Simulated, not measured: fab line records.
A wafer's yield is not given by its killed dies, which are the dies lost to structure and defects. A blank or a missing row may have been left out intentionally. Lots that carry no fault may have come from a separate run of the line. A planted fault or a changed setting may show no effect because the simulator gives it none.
Struck lot and sound lot, side by side ; flow gf180mcu ; 14 steps out of a route of 602
Sound: wafers L367.2, L367.3, L367.6. Struck: wafers L383.1, L383.3, L383.5. The cause is given at the end.
Order at every step that has rows: each side's tool, ch and its chambers, its first start. Under that, the readings that differ: sound wafers ; struck wafers ; difference of the means ; sigmas: that difference in standard deviations of wafers without a fault.
alike: a reading whose means differ by less than 2 such deviations, as well as words and numbers matching on both sides. not compared: withheld readings; readings where some wafer has no value; bounds like >300 that might hide an equal value; numbers whose values overlap and for which the record gives no deviation.
Wherever a step has rows on one side only, a row that says differs or no value, or a row with sigmas, the two part there. Non-overlapping numbers with no deviation appear without sigmas and do not part them. Lack of a reading on every wafer of one side parts them only where that side has two or more wafers.

GF_V4_ETCH_17: etches SiO2 in C4F8/O2/Ar, stops on TiN, target depth 630 nm.
  sound on rie_diel-03 ch 0,1,3; struck on rie_diel-04 ch 0,1
  alike: oes_product_au
then, 3 steps without rows for these wafers: GF_V4_STRIP_18 (strips in O2/N2); GF_V4_STRIP_19 (strips in post etch residue remover, time 1200 s); GF_V4_CLEAN_20 (cleans in DIW).
GF_V4_SPUTTER_21: material Ti, target thk 15 nm, time 80.02 s.
  sound: pvd_sputter-02 at day 24 19:28; struck: pvd_sputter-02 at day 30 02:43
  alike: cathode_dc_power_W, chamber_pressure_pa, throttle_valve_pct
GF_V4_SPUTTER_22: material TiN, target thk 10 nm, time 40 s.
  sound: pvd_sputter-02 at day 24 19:32; struck: pvd_sputter-02 at day 30 02:46
  alike: cathode_dc_power_W, chamber_pressure_pa, throttle_valve_pct
then, 1 step without rows for these wafers: GF_V4_CVD_23 (deposits W, target thk 350 nm, time 104.9 s).
GF_V4_RS_MEAS_24: uses a four-point probe to measure.
  sound: film_metro-01 at day 24 19:43; struck: film_metro-04 at day 30 02:55
  alike: V4_W_RS
GF_V4_THK_MEAS_25: measures by xrf.
  sound: film_metro-01 at day 24 19:49; struck: film_metro-04 at day 30 03:02
  alike: V4_W_THK
then, 1 step without rows for these wafers: GF_V4_CMP_26 (polishes, stops on SiO2, t overpolish 15 s, target thk 0 nm).
GF_MIM_SPUTTER_00: material Ti, target thk 37.5 nm, time 150 s.
  sound: pvd_sputter-04 at day 24 20:10; struck: pvd_sputter-03 at day 30 03:24
reading;sound;struck;difference;sigmas
throttle_valve_pct (%);27.5 28.6 29.1;31.2 30.2 29.9;+2.0;+2
  alike: cathode_dc_power_W, chamber_pressure_pa
GF_MIM_SPUTTER_01: material TiN, target thk 30 nm, time 25 s.
  sound: pvd_sputter-04 at day 24 20:16; struck: pvd_sputter-03 at day 30 03:30
reading;sound;struck;difference;sigmas
throttle_valve_pct (%);27.8 28.6 29.2;31.2 30.1 30.3;+2.0;+2
  alike: cathode_dc_power_W, chamber_pressure_pa
GF_MIM_SPUTTER_02: material AlCu, target thk 450 nm, time 23.9 s.
  sound: pvd_sputter-04 at day 24 20:18; struck: pvd_sputter-03 at day 30 03:32
  no value came back on the struck wafers for cathode_dc_power_W (W), chamber_pressure_pa (Pa), throttle_valve_pct (%); on the sound wafers cathode_dc_power_W (W) reads 10598 10603 10600
then, 1 step without rows for these wafers: GF_MIM_SPUTTER_03 (material Ti, target thk 10 nm, time 6.7 s).

## WHERE THEY PART
Last at GF_MIM_SPUTTER_02 as far as this record goes, first at GF_MIM_SPUTTER_00.

WHY: what had been put in by the simulator
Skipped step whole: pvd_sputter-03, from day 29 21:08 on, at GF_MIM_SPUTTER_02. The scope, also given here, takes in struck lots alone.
